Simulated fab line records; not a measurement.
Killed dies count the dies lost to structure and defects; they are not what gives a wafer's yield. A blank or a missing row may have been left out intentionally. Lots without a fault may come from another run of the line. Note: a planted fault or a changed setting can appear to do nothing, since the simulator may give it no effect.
Split-lot trial || flow sky130 || on a route of 708 steps: 5 lots, 23 wafers read

## THE SPLIT
At SKY_VIA4_HDPCVD_00 (deposits SiO2, target thk 1750 nm, time 291.7 s), the setting time s was moved away from the recipe's 291.7 s on 10 of the 23 wafers read, by -5.4% to +9.4%. For the rest of the wafers, this setting stayed at what the recipe calls for.

Split to reading: the file shows no intervening step.

## THE READING
VIA4_HDPCVD_THK, in nm, at SKY_VIA4_THK_MEAS_01. Typical for fault-free wafers on this fab line: 1752 nm, with standard deviation 15 nm.

{"wafer": "L074.2", "tool, chamber at the split": "hdpcvd-02, 1,2", "time s as run, s": 291.7, "against the recipe": "recipe", "VIA4_HDPCVD_THK, nm": 1764, "against lot-mates on the recipe": "-"}
{"wafer": "L074.3", "tool, chamber at the split": "hdpcvd-02, 1,2", "time s as run, s": 291.7, "against the recipe": "recipe", "VIA4_HDPCVD_THK, nm": 1759, "against lot-mates on the recipe": "-"}
{"wafer": "L074.4", "tool, chamber at the split": "hdpcvd-02, 0", "time s as run, s": 304.1, "against the recipe": "+4.3%", "VIA4_HDPCVD_THK, nm": 1809, "against lot-mates on the recipe": "+46"}
{"wafer": "L074.5", "tool, chamber at the split": "hdpcvd-02, 2", "time s as run, s": 291.7, "against the recipe": "recipe", "VIA4_HDPCVD_THK, nm": 1767, "against lot-mates on the recipe": "-"}
{"wafer": "L074.6", "tool, chamber at the split": "hdpcvd-02, 1", "time s as run, s": 304.1, "against the recipe": "+4.3%", "VIA4_HDPCVD_THK, nm": 1839, "against lot-mates on the recipe": "+76"}
{"wafer": "L078.1", "tool, chamber at the split": "hdpcvd-02, 2", "time s as run, s": 291.7, "against the recipe": "recipe", "VIA4_HDPCVD_THK, nm": 1749, "against lot-mates on the recipe": "-"}
{"wafer": "L078.3", "tool, chamber at the split": "hdpcvd-02, 1", "time s as run, s": 291.7, "against the recipe": "recipe", "VIA4_HDPCVD_THK, nm": 1751, "against lot-mates on the recipe": "-"}
{"wafer": "L078.4", "tool, chamber at the split": "hdpcvd-02, 1", "time s as run, s": 291.7, "against the recipe": "recipe", "VIA4_HDPCVD_THK, nm": 1743, "against lot-mates on the recipe": "-"}
{"wafer": "L080.1", "tool, chamber at the split": "hdpcvd-02, 1", "time s as run, s": 276, "against the recipe": "-5.4%", "VIA4_HDPCVD_THK, nm": 1647, "against lot-mates on the recipe": -96}
{"wafer": "L080.3", "tool, chamber at the split": "hdpcvd-02, 2", "time s as run, s": 276, "against the recipe": "-5.4%", "VIA4_HDPCVD_THK, nm": 1641, "against lot-mates on the recipe": -102}
{"wafer": "L080.4", "tool, chamber at the split": "hdpcvd-02, 2", "time s as run, s": 291.7, "against the recipe": "recipe", "VIA4_HDPCVD_THK, nm": 1748, "against lot-mates on the recipe": "-"}
{"wafer": "L080.5", "tool, chamber at the split": "hdpcvd-02, 1", "time s as run, s": 291.7, "against the recipe": "recipe", "VIA4_HDPCVD_THK, nm": 1756, "against lot-mates on the recipe": "-"}
{"wafer": "L080.6", "tool, chamber at the split": "hdpcvd-02, 0", "time s as run, s": 291.7, "against the recipe": "recipe", "VIA4_HDPCVD_THK, nm": 1726, "against lot-mates on the recipe": "-"}
{"wafer": "L083.1", "tool, chamber at the split": "hdpcvd-02, 2", "time s as run, s": 291.7, "against the recipe": "recipe", "VIA4_HDPCVD_THK, nm": 1762, "against lot-mates on the recipe": "-"}
{"wafer": "L083.2", "tool, chamber at the split": "hdpcvd-02, 0", "time s as run, s": 319.2, "against the recipe": "+9.4%", "VIA4_HDPCVD_THK, nm": 1933, "against lot-mates on the recipe": "+168"}
{"wafer": "L083.3", "tool, chamber at the split": "hdpcvd-02, 1", "time s as run, s": 319.2, "against the recipe": "+9.4%", "VIA4_HDPCVD_THK, nm": 1922, "against lot-mates on the recipe": "+156"}
{"wafer": "L083.4", "tool, chamber at the split": "hdpcvd-02, 2", "time s as run, s": 319.2, "against the recipe": "+9.4%", "VIA4_HDPCVD_THK, nm": 1941, "against lot-mates on the recipe": "+176"}
{"wafer": "L083.6", "tool, chamber at the split": "hdpcvd-02, 1", "time s as run, s": 291.7, "against the recipe": "recipe", "VIA4_HDPCVD_THK, nm": 1769, "against lot-mates on the recipe": "-"}
{"wafer": "L082.1", "tool, chamber at the split": "hdpcvd-02, 2", "time s as run, s": 291.7, "against the recipe": "recipe", "VIA4_HDPCVD_THK, nm": 1758, "against lot-mates on the recipe": "-"}
{"wafer": "L082.2", "tool, chamber at the split": "hdpcvd-02, 0", "time s as run, s": 306.5, "against the recipe": "+5.1%", "VIA4_HDPCVD_THK, nm": 1832, "against lot-mates on the recipe": "+68"}
{"wafer": "L082.3", "tool, chamber at the split": "hdpcvd-02, 1", "time s as run, s": 306.5, "against the recipe": "+5.1%", "VIA4_HDPCVD_THK, nm": 1851, "against lot-mates on the recipe": "+86"}
{"wafer": "L082.4", "tool, chamber at the split": "hdpcvd-02, 1", "time s as run, s": 291.7, "against the recipe": "recipe", "VIA4_HDPCVD_THK, nm": 1771, "against lot-mates on the recipe": "-"}
{"wafer": "L082.6", "tool, chamber at the split": "hdpcvd-02, 2", "time s as run, s": 306.5, "against the recipe": "+5.1%", "VIA4_HDPCVD_THK, nm": 1832, "against lot-mates on the recipe": "+68"}
If several chambers appear in one row, that row covers several wafers at once and the file leaves open which wafer was in which chamber.

FIT RESULTS
A straight line over all 23 wafers: VIA4_HDPCVD_THK changes by +18.7 nm for each +1% of time s; r = +0.99; the points scatter about the line by 13 nm.
The same after taking each lot's own level away (the mean of its wafers on the recipe; 23 wafers): +17.2 nm for each +1%; r = +0.99; scatter 11 nm.
The reading moves by 1.6e+02 nm for the largest change in time s, on that fit.
Across the lots, their own levels run from 1743.3 to 1765.5 nm, a range of 1.5 times the standard deviation given above.
The two slopes agree, so the slope changes little with the lot-to-lot level.
Check: +157 nm against its lot-mates is what the line predicts for one of the wafers moved furthest among these (+9.4%) when that wafer is left out of the fit. It came out at +168 nm against them.

## OTHER SPLITS APPLIED TO THESE WAFERS
These wafers also went through other splits before the reading. Each is held against what the fit with the lots' levels taken away leaves over:
{"other split on the same wafers": "SKY_CAP2M_METAL_ETCH_13 bias w", "wafers away from the commonest value": 9, "r with VIA4_HDPCVD_THK (lot level and that fit taken away)": "+0.18"}

## THE WHOLE CHAIN: every reading that the file lists as answering this split, in the file's order
{"step": "SKY_VIA4_HDPCVD_00", "what it does": "deposits SiO2, target thk 1750 nm, time 291.7 s", "reading": "SiO2_of_VIA4_HDPCVD_00.thk nm (the simulator's own value, which no gauge read)", "change (the file's fit)": "+17 nm for each +1% of the setting", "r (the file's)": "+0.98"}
{"step": "SKY_VIA4_THK_MEAS_01", "what it does": "", "reading": "VIA4_HDPCVD_THK", "change (the file's fit)": "+16.9 for each +1% of the setting", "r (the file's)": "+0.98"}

## THE FILE'S OWN FIT
VIA4_HDPCVD_THK changes by +16.9 nm for each +1% of time s, r = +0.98.
